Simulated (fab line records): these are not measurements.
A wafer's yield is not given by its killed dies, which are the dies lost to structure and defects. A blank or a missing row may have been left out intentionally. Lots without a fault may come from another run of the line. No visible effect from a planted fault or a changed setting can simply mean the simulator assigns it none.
fab line records + flow sky130
record
- lots=6
- wafers=18
- lastDay=50
route steps=708 shown VIA3@575
lots that met no fault: from a run of the same line without faults
startH: hours from the record's first day to the start of the lot's first wafer shown + waitH: hours since the lot's step before + " identical to the entry in the row above + L1.1+2: a row that stands for several wafers + - no value, or no start was given + * or withheld: withheld + < > ~ a bound
route shown NAME@n: a module of which the file shows steps, and the number in the route of the first + usual: mean/standard deviation taken from wafers without a fault + same: alike in all rows + chamber/n: place in a boat + sites: per-site readings + _std_site: standard deviation across them + _edge_site: inner sites' mean taken away from outer sites' mean + radiusMm: for every site, how far away it sits from the centre of the wafer + mask NAME#n: copy n + behind: the last tool/chamber to shape the wafer + hold: the reason the lot was held/the length of the hold in hours/how it ended + device: the n, p or np transistor that did not switch + end of line: the tests these same wafers got at the end of their route + step lacking rows: just its recipe + killed: at the first sort, the dies lost to defects and structure; wafer yield is something else + map: dies across one wafer; x = killed, . = not, _ = none there
set.NAME: the setting as run; set.NAME@STEP: as run at that earlier step + model.NAME: the simulator's own value behind a step, which no gauge read
lots at some steps of the route; a table a step, a row a wafer
services: from which hour (startH, from the record's first day; less than 0 if before it) a tool's chamber was out of use, for how many hours, and why
## steps
# step SKY_VIA3_CMP_02
# recipe
- material=SiO2
- downForcePsi=4
- platenRpm=60
- padVelocityMS=0.94248
# usual
- motorCurrentA=12.0/0.98
| lot.wafer | tool   | chamber | startH  | waitH | motorCurrentA |
|-----------|--------|---------|---------|-------|---------------|
| L195.4    | cmp-01 | 3       | 901.65  | 0.1   | 12.0          |
| L195.3    | "      | 0       | "       | "     | 10.4          |
| L195.6    | "      | 1       | "       | "     | 12.3          |
| L197.3    | cmp-01 | 1       | 916.33  | 0.5   | 12.1          |
| L197.1    | "      | 3       | "       | "     | 12.0          |
| L197.6    | "      | 0       | "       | "     | 10.7          |
| L199.1    | cmp-01 | 1       | 934.47  | 0.1   | 11.8          |
| L199.3    | "      | 3       | "       | "     | 11.4          |
| L199.6    | "      | 0       | "       | "     | 11.1          |
| L200.1    | cmp-01 | 2       | 936.57  | 0.1   | 12.7          |
| L200.4    | "      | 3       | "       | "     | 11.7          |
| L200.2    | "      | 1       | "       | "     | 11.8          |
| L216.1    | cmp-01 | 1       | 1046.29 | 0.1   | 11.2          |
| L216.4    | "      | 2       | "       | "     | 12.5          |
| L216.6    | "      | 2       | "       | "     | 12.5          |
| L217.4    | cmp-01 | 3       | 1052.69 | 0.0   | 11.1          |
| L217.3    | "      | 0       | "       | "     | 11.0          |
| L217.1    | "      | 2       | "       | "     | 12.1          |
# step SKY_VIA3_BOW_MEAS_03
# recipe
- mode=bow
# usual
- VIA3_BOW=80/7.5
| lot.wafer | tool         | chamber | startH  | waitH | VIA3_BOW[um] |
|-----------|--------------|---------|---------|-------|--------------|
| L195.3    | filmMetro-03 | -       | 901.89  | 0.1   | 72           |
| L195.4    | "            | -       | "       | "     | 83           |
| L195.6    | "            | -       | "       | "     | 78           |
| L197.1    | filmMetro-03 | -       | 916.58  | 0.1   | 80           |
| L197.3    | "            | -       | "       | "     | 71           |
| L197.6    | "            | -       | "       | "     | 81           |
| L199.1    | filmMetro-03 | -       | 934.72  | 0.2   | 79           |
| L199.3    | "            | -       | "       | "     | 78           |
| L199.6    | "            | -       | "       | "     | 86           |
| L200.1    | filmMetro-03 | -       | 936.87  | 0.2   | 83           |
| L200.2    | "            | -       | "       | "     | 76           |
| L200.4    | "            | -       | "       | "     | 70           |
| L216.1    | filmMetro-03 | -       | 1046.59 | 0.2   | 83           |
| L216.4    | "            | -       | "       | "     | 76           |
| L216.6    | "            | -       | "       | "     | 75           |
| L217.1    | filmMetro-01 | -       | 1052.99 | 0.1   | 92           |
| L217.3    | "            | -       | "       | "     | 86           |
| L217.4    | "            | -       | "       | "     | 81           |
# step SKY_VIA3_DEHYDRATE_04
# recipe
- tempC=200
- timeS=60
# step SKY_VIA3_HMDS_05
# recipe
- primeTimeS=60
- primeTempC=120
# step SKY_VIA3_COAT_06
# recipe
- resist=BARC
- tempC=withheld
- timeS=withheld
- spinRpm=3000
- resistThkNm=60
# step SKY_VIA3_COAT_07
# recipe
- resist=KrF-thick
- spinRpm=3000
- resistThkNm=450
# step SKY_VIA3_SOFTBAKE_08
# recipe
- tempC=100
- timeS=90
- resist=KrF-thick
# step SKY_VIA3_EXPOSE_09
# recipe
- maskId=VIM3
- na=0.8
- sourceShape=annular
- sigmaInner=0.55
- sigmaOuter=0.85
- targetCdNm=200
- doseMj=38
# step SKY_VIA3_PEB_10
# recipe
- pebTempC=withheld
- pebTimeS=withheld
- resist=KrF-thick
# step SKY_VIA3_DEVELOP_11
# recipe
- developTimeS=60
- resist=KrF-thick
- devTempC=21
# step SKY_VIA3_CD_MEAS_12
# recipe
- targetCdNm=200
# usual
- cdNm=199.8/1.3
| lot.wafer | tool     | chamber | startH  | waitH | cdNm  |
|-----------|----------|---------|---------|-------|-------|
| L195.3    | cdSem-02 | -       | 927.74  | -     | 198.7 |
| L195.4    | "        | -       | "       | "     | 199.2 |
| L195.6    | "        | -       | "       | "     | 199.0 |
| L197.1    | cdSem-02 | -       | 941.01  | -     | 197.2 |
| L197.3    | "        | -       | "       | "     | 197.0 |
| L197.6    | "        | -       | "       | "     | 195.2 |
| L199.1    | cdSem-01 | -       | 958.95  | -     | 200.5 |
| L199.3    | "        | -       | "       | "     | 200.7 |
| L199.6    | "        | -       | "       | "     | 199.8 |
| L200.1    | cdSem-02 | -       | 960.85  | -     | 198.3 |
| L200.2    | "        | -       | "       | "     | 199.0 |
| L200.4    | "        | -       | "       | "     | 196.9 |
| L216.1    | cdSem-01 | -       | 1068.50 | -     | 200.3 |
| L216.4    | "        | -       | "       | "     | 200.3 |
| L216.6    | "        | -       | "       | "     | 199.1 |
| L217.1    | cdSem-01 | -       | 1074.32 | -     | 199.8 |
| L217.3    | "        | -       | "       | "     | 199.8 |
| L217.4    | "        | -       | "       | "     | 198.9 |
# step SKY_VIA3_OVL_MEAS_13
# usual
- VIA3_OVL=-2/5.5
| lot.wafer | tool       | chamber | startH  | waitH | VIA3_OVL[nm] |
|-----------|------------|---------|---------|-------|--------------|
| L195.3    | overlay-01 | -       | 927.83  | 0.1   | -8           |
| L195.4    | "          | -       | "       | "     | -6           |
| L195.6    | "          | -       | "       | "     | -4           |
| L197.1    | overlay-01 | -       | 941.13  | 0.1   | 0            |
| L197.3    | "          | -       | "       | "     | 2            |
| L197.6    | "          | -       | "       | "     | 2            |
| L199.1    | overlay-02 | -       | 959.07  | 0.1   | -2           |
| L199.3    | "          | -       | "       | "     | -7           |
| L199.6    | "          | -       | "       | "     | -1           |
| L200.1    | overlay-01 | -       | 960.97  | 0.1   | 1            |
| L200.2    | "          | -       | "       | "     | 3            |
| L200.4    | "          | -       | "       | "     | 3            |
| L216.1    | overlay-02 | -       | 1068.62 | 0.1   | -3           |
| L216.4    | "          | -       | "       | "     | -7           |
| L216.6    | "          | -       | "       | "     | -9           |
| L217.1    | overlay-02 | -       | 1074.44 | 0.1   | -7           |
| L217.3    | "          | -       | "       | "     | -2           |
| L217.4    | "          | -       | "       | "     | -12          |
# step SKY_VIA3_ETCH_14
# recipe
- chemistry=N2/H2
- target=BARC
- ionEnergyEv=200
- sourceW=500
- biasW=100
- pressureMtorr=30
- n2FlowSccm=100
- h2FlowSccm=200
- stopOn=SiO2
- timeS=45.9
- targetDepthA=600
# usual
- drypumpMotorCurrentA=5.6/0.46
- oesProductAu=0.854/0.0046
- runLengthS=74.3/0.5
- throttleValvePct=13.225/0.0093
| lot.wafer | tool       | chamber | startH  | waitH | drypumpMotorCurrentA | oesProductAu | rfHoursCounterH | runLengthS | throttleValvePct | model.KrF-thick_of_VIA3_COAT_07.thkNm | model.etch.depthNm | model.VIA3.cdNm |
|-----------|------------|---------|---------|-------|----------------------|--------------|-----------------|------------|------------------|---------------------------------------|--------------------|-----------------|
| L195.3    | rieDiel-04 | 2       | 927.86  | 0.0   | 6.2                  | 0.853        | 4               | 73.9       | 13.230           | 394.2                                 | 60.27              | 198.6           |
| L195.4    | "          | 1       | "       | "     | 5.9                  | 0.852        | 14              | 74.2       | 13.228           | 396.6                                 | 60.22              | 198.3           |
| L195.6    | "          | 1       | "       | "     | 5.9                  | 0.851        | -               | 74.0       | 13.219           | 393.8                                 | 59.8               | 198.2           |
| L197.1    | rieDiel-04 | 3       | 941.17  | 0.0   | 5.8                  | 1.000        | 23              | 56.1       | 13.230           | 409.6                                 | 47.3               | 193.2           |
| L197.3    | "          | 1       | "       | "     | 5.8                  | 0.981        | 14              | 55.5       | 13.237           | 410.4                                 | 45.27              | 192.1           |
| L197.6    | "          | 0       | "       | "     | 5.4                  | 1.018        | -               | 54.6       | 13.233           | 410.1                                 | 47.55              | 190.4           |
| L199.1    | rieDiel-01 | 0       | 959.11  | 0.0   | 6.1                  | 0.851        | 4               | 74.3       | 13.232           | 391.4                                 | 60.12              | 202.3           |
| L199.3    | "          | 3       | "       | "     | 5.9                  | 0.851        | 17              | 74.8       | 13.224           | 393.4                                 | 60                 | 200.7           |
| L199.6    | "          | 2       | "       | "     | 4.9                  | 0.858        | -               | 74.0       | 13.209           | 392.3                                 | 60.14              | 200.2           |
| L200.1    | rieDiel-04 | 3       | 961.01  | 0.0   | 5.8                  | 1.021        | 24              | 57.1       | 13.259           | 409                                   | 48.03              | 195.5           |
| L200.2    | "          | 1       | "       | "     | 5.8                  | 0.984        | 14              | 55.5       | 13.233           | 410.5                                 | 45.59              | 195.1           |
| L200.4    | "          | 2       | "       | "     | 6.2                  | 1.007        | 4               | 55.4       | 13.223           | 409.1                                 | 47.25              | 193.7           |
| L216.1    | rieDiel-04 | 2       | 1068.66 | 0.0   | 6.2                  | 0.853        | 7               | 73.9       | 13.210           | 392.3                                 | 59.89              | 200.6           |
| L216.4    | "          | 1       | "       | "     | 5.9                  | 0.854        | 17              | 74.4       | 13.221           | 393.3                                 | 59.79              | 199             |
| L216.6    | "          | 3       | "       | "     | 5.9                  | 0.852        | -               | 75.2       | 13.237           | 392.2                                 | 59.85              | 199.4           |
| L217.1    | rieDiel-04 | 1       | 1074.47 | 0.0   | 5.8                  | 0.848        | 17              | 73.9       | 13.219           | 392.7                                 | 59.92              | 198.8           |
| L217.3    | "          | 2       | "       | "     | 6.2                  | 0.852        | 8               | 73.8       | 13.229           | 392                                   | 59.88              | 200.2           |
| L217.4    | "          | 0       | "       | "     | 5.4                  | 0.852        | 15              | 73.3       | 13.234           | 391.5                                 | 59.94              | 198             |
# step SKY_VIA3_ETCH_15
# recipe
- target=SiO2
- chemistry=C4F8/O2/Ar
- targetDepthNm=507
- stopOn=TiN
- maskMaterial=KrF-thick
- sourceW=1500
- biasW=1200
- pressureMtorr=40
- c4f8FlowSccm=withheld
- O2_flow_sccm=6
- Ar_flow_sccm=300
- timeS=78
# usual
- oesProductAu=0.946/0.0055
- runLengthS=106.3/0.51
| lot.wafer | tool       | chamber | startH  | waitH | oesProductAu | runLengthS | model.KrF-thick_of_VIA3_COAT_07.thkNm |
|-----------|------------|---------|---------|-------|--------------|------------|---------------------------------------|
| L195.3    | rieDiel-04 | 2       | 927.90  | 0.0   | 0.949        | 106.2      | 290.4                                 |
| L195.4    | "          | 1       | "       | "     | 0.951        | 106.1      | 297.9                                 |
| L195.6    | "          | 1       | "       | "     | 0.952        | 106.5      | 293.7                                 |
| L197.1    | rieDiel-04 | 3       | 941.21  | 0.0   | 0.368        | 107.2      | 307.1                                 |
| L197.3    | "          | 1       | "       | "     | 0.376        | 106.3      | 312.3                                 |
| L197.6    | "          | 0       | "       | "     | 0.377        | 105.6      | 306.8                                 |
| L199.1    | rieDiel-01 | 0       | 959.15  | 0.0   | 0.947        | 106.2      | 289.3                                 |
| L199.3    | "          | 3       | "       | "     | 0.932        | 106.8      | 295.9                                 |
| L199.6    | "          | 2       | "       | "     | 0.940        | 106.7      | 291.9                                 |
| L200.1    | rieDiel-04 | 3       | 961.05  | 0.0   | 0.374        | 106.9      | 305.7                                 |
| L200.2    | "          | 1       | "       | "     | 0.377        | 106.0      | 311.9                                 |
| L200.4    | "          | 2       | "       | "     | 0.376        | 106.2      | 305.5                                 |
| L216.1    | rieDiel-04 | 2       | 1068.70 | 0.0   | 0.959        | 106.1      | 290.3                                 |
| L216.4    | "          | 1       | "       | "     | 0.959        | 106.1      | 293.5                                 |
| L216.6    | "          | 3       | "       | "     | 0.952        | 106.8      | 289.7                                 |
| L217.1    | rieDiel-04 | 1       | 1074.51 | 0.0   | 0.938        | 106.3      | 293.1                                 |
| L217.3    | "          | 2       | "       | "     | 0.945        | 106.5      | 287.7                                 |
| L217.4    | "          | 0       | "       | "     | 0.941        | 105.6      | 287.7                                 |
# step SKY_VIA3_STRIP_16
# recipe
- chemistry=O2/N2
- powerW=1400
- pressureMtorr=1500
- platenTempC=withheld
- o2FlowSccm=3000
- n2FlowSccm=300
- overashFraction=0.5
# usual
- drypumpMotorCurrentA=5.5/0.35
- oesProductAu=0.402/0.0049
- stripTimeToEndpointS=4.12/0.033
| lot.wafer | tool           | chamber | startH  | waitH | drypumpMotorCurrentA | oesProductAu | rfHoursCounterH | stripTimeToEndpointS |
|-----------|----------------|---------|---------|-------|----------------------|--------------|-----------------|----------------------|
| L195.3    | plasmaAsher-02 | 1       | 927.99  | 0.1   | 5.6                  | 0.406        | -               | 4.14                 |
| L195.4    | "              | 0       | "       | "     | 5.8                  | 0.404        | -               | 4.20                 |
| L195.6    | "              | 0       | "       | "     | 5.8                  | 0.398        | -               | 4.15                 |
| L197.1    | plasmaAsher-04 | 1       | 941.27  | 0.0   | 5.4                  | 0.411        | 82              | 4.29                 |
| L197.3    | "              | 0       | "       | "     | 5.6                  | 0.420        | -               | 4.34                 |
| L197.6    | "              | 1       | "       | "     | 5.4                  | 0.402        | -               | 4.33                 |
| L199.1    | plasmaAsher-03 | 0       | 959.21  | 0.0   | 4.8                  | 0.402        | 22              | 4.11                 |
| L199.3    | "              | 0       | "       | "     | 4.8                  | 0.413        | -               | 4.17                 |
| L199.6    | "              | 1       | "       | "     | 5.9                  | 0.407        | -               | 4.15                 |
| L200.1    | plasmaAsher-03 | 0       | 961.11  | 0.0   | 4.8                  | 0.407        | 22              | 4.28                 |
| L200.2    | "              | 1       | "       | "     | 5.9                  | 0.406        | 22              | 4.35                 |
| L200.4    | "              | 0       | "       | "     | 4.8                  | 0.405        | -               | 4.29                 |
| L216.1    | plasmaAsher-02 | 0       | 1068.76 | 0.0   | 5.8                  | 0.400        | 1               | 4.10                 |
| L216.4    | "              | 0       | "       | "     | 5.8                  | 0.401        | -               | 4.15                 |
| L216.6    | "              | 0       | "       | "     | 5.8                  | 0.401        | -               | 4.10                 |
| L217.1    | plasmaAsher-02 | 1       | 1074.57 | 0.0   | 5.6                  | 0.397        | 1               | 4.16                 |
| L217.3    | "              | 1       | "       | "     | 5.5                  | 0.394        | -               | 4.11                 |
| L217.4    | "              | 0       | "       | "     | 5.8                  | 0.406        | -               | 4.08                 |
# step SKY_VIA3_STRIP_17
# recipe
- chemistry=postEtchResidueRemover
- timeS=1200
- tempC=72.5
## services
| tool           | chamber | startH  | hours | kind      |
|----------------|---------|---------|-------|-----------|
| rieDiel-01     | 2       | 880.94  | 21.7  | repair    |
| rieDiel-01     | 0       | 897.40  | 9.5   | repair    |
| rieDiel-01     | 1       | 912.17  | 9.8   | repair    |
| rieDiel-04     | -       | 920.11  | 7.0   | repair    |
| cmp-01         | -       | 925.82  | 1.9   | repair    |
| rieDiel-01     | 1       | 942.67  | 14.7  | repair    |
| rieDiel-01     | 0       | 979.43  | 36.3  | repair    |
| rieDiel-01     | -       | 980.64  | 2.8   | pm        |
| plasmaAsher-02 | -       | 1004.53 | 6.1   | repair    |
| plasmaAsher-02 | -       | 1044.82 | 2.9   | repair    |
| plasmaAsher-02 | -       | 1055.25 | 9.0   | pm        |
| plasmaAsher-02 | 0       | 1055.25 | 9.0   | ventCycle |
| plasmaAsher-02 | 1       | 1055.25 | 9.0   | ventCycle |
| plasmaAsher-02 | 0       | 1064.25 | -     | clean     |
| plasmaAsher-02 | 1       | 1064.25 | -     | clean     |
| plasmaAsher-04 | -       | 1069.21 | 1.1   | repair    |
## key
firstSign
- step=SKY_VIA3_ETCH_14
- reading=runLengthS
- direction=down
- sigmas=37
- usual=*
- struck=*
effect
- step=SKY_VIA3_ETCH_14
- reading=oesProductAu
- direction=up
- sigmas=32
- usual=0.854
- struck=1.002
effect
- step=SKY_VIA3_ETCH_15
- reading=oesProductAu
- direction=down
- sigmas=99+
- usual=0.946
- struck=0.375
effect
- step=SKY_VIA3_STRIP_16
- reading=stripTimeToEndpointS
- direction=up
- sigmas=5.7
- usual=*
- struck=*
modelEffect
- step=SKY_VIA3_ETCH_14
- value=KrF-thick_of_VIA3_COAT_07.thkNm
- without=392.1
- struck=409.8
modelEffect
- step=SKY_VIA3_ETCH_15
- value=KrF-thick_of_VIA3_COAT_07.thkNm
- without=290.5
- struck=308.2
metAt SKY_VIA3_ETCH_14
struckWafers L197.1,L197.3,L197.6,L200.1,L200.2,L200.4
laterRowsLeftOut L197.1,L197.3,L197.6,L200.1,L200.2,L200.4
sortLeftOut L197.1,L197.3,L197.6,L200.1,L200.2,L200.4
onsetBetween 927.86 941.17
fault
- kind=processParameterDrift
- tool=rieDiel-04
- chamber=-
- onsetH=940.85
- steps=SKY_VIA3_ETCH_14
- channel=timeS
- offset=*
- shape=step
- endH=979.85
- actsIn=*
- stated=*
# sortLeftOut: the simulated sort isn't trusted on such a fault, so these wafers' sort isn't shown, and their yield isn't known
# laterRowsLeftOut: the simulator's readings of these wafers behind a module that went badly wrong aren't trusted and aren't shown, but for the sort
